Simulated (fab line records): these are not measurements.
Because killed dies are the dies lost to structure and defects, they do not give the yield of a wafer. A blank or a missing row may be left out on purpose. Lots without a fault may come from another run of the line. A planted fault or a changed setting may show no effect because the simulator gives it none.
The tool behind it: which one? | flow sky130 | Sampling: 13 lots, 39 wafers, 3 of 708 route steps

WHAT THE GAUGES READ, wafer by wafer
SKY_DNWELL_TW_MEAS_09.
lot  | measured    | on            | DNWELL_TW
L931 | day 3 09:34 | film_metro-04 | 1102 1109 1103
L932 | day 3 17:31 | film_metro-04 | 1099 1100 1099
L933 | day 3 20:14 | film_metro-02 | 1113 1121 1115
L934 | day 3 23:05 | film_metro-03 | 1122 1119 1130
L935 | day 4 04:45 | film_metro-02 | 1114 1118 1111
L936 | day 4 08:58 | film_metro-04 | 1107 1104 1107
L944 | day 6 01:39 | film_metro-03 | 1128 1132 1125
L945 | day 6 08:38 | film_metro-02 | 1112 1111 1112
L946 | day 6 13:49 | film_metro-04 | 1118 1111 1111
L947 | day 6 19:47 | film_metro-03 | 1112 1118 1118
L949 | day 7 03:52 | film_metro-03 | 1126 1115 1120
L951 | day 7 14:52 | film_metro-02 | 1125 1126 1123
L952 | day 7 23:08 | film_metro-03 | 1131 1124 1127

SKY_NWELL_TW_MEAS_15.
lot  | measured    | on            | NWELL_TW
L931 | day 4 20:17 | film_metro-03 | 1840 1832 1843
L932 | day 5 03:38 | film_metro-02 | 1818 1821 1822
L933 | day 5 06:48 | film_metro-04 | 1823 1823 1822
L934 | day 5 10:20 | film_metro-03 | 1839 1845 1841
L935 | day 5 15:41 | film_metro-04 | 1821 1828 1820
L936 | day 5 21:41 | film_metro-02 | 1821 1830 1825
L944 | day 7 17:55 | film_metro-03 | 1836 1822 1816
L945 | day 8 00:41 | film_metro-03 | 1830 1827 1832
L946 | day 8 05:58 | film_metro-02 | 1823 1829 1820
L947 | day 8 12:02 | film_metro-03 | 1834 1829 1837
L949 | day 8 21:25 | film_metro-03 | 1828 1831 1832
L951 | day 9 09:02 | film_metro-02 | 1831 1816 1810
L952 | day 9 15:11 | film_metro-02 | 1814 1804 1806

SKY_NWELL_TW_MEAS_26.
lot  | measured     | on            | NWELL_2_TW
L931 | day 5 14:32  | film_metro-04 | 498.6 494.8 495.2
L932 | day 5 21:50  | film_metro-02 | 499.0 495.9 497.5
L933 | day 6 01:30  | film_metro-02 | 499.5 496.4 497.2
L934 | day 6 04:59  | film_metro-04 | 490.3 493.0 495.2
L935 | day 6 10:47  | film_metro-03 | 498.1 497.1 496.8
L936 | day 6 16:45  | film_metro-02 | 494.8 498.0 493.6
L944 | day 8 14:43  | film_metro-02 | 500.4 498.9 497.8
L945 | day 8 21:46  | film_metro-03 | 501.9 499.2 498.8
L946 | day 9 07:25  | film_metro-02 | 499.2 494.3 494.6
L947 | day 9 09:06  | film_metro-03 | 499.7 501.1 498.9
L949 | day 9 16:14  | film_metro-02 | 499.8 496.8 501.9
L951 | day 10 06:04 | film_metro-03 | 497.1 494.2 496.8
L952 | day 10 11:55 | film_metro-03 | 497.5 497.5 497.8

EACH LOT AND THE TOOL THAT RAN IT (in order: tool; ch and the chambers of the sampled wafers; start)
Before these readings, the record contains no process step.

AS READ BY THE TOOLS THEMSELVES (means over the sampled wafers that have a number; for cases with no such wafer, the mark the record gives instead)
The record holds no such reading with a usual standard deviation.

THE ANSWER, worked out from the rows above alone
Rule: the lots themselves supply what counts as usual. Put in order of their means at a reading, lots are off if they are a third of the lots or fewer, leave a main group of 4 or more, and stand apart from it by a gap of 3 or more times the standard deviation of the main group's means; of several such gaps the widest counts. Not used: any main group whose means are identical at the precision the tables above print for the reading. A lot without any number at a reading at which 4 lots or more have one is off too. Where the step has rows for the other lots, those lots are counted as sound. After the gauges, taken in route order, come the tools' own readings; for these a lot's mean is taken, as printed above. The first step at which some lot is off is used, and at that step the reading that is off furthest; a lot without a number counts as furthest.
No lot is off at any reading shown: from this, nothing can be told.

WHAT WAS PUT IN BY THE SIMULATOR
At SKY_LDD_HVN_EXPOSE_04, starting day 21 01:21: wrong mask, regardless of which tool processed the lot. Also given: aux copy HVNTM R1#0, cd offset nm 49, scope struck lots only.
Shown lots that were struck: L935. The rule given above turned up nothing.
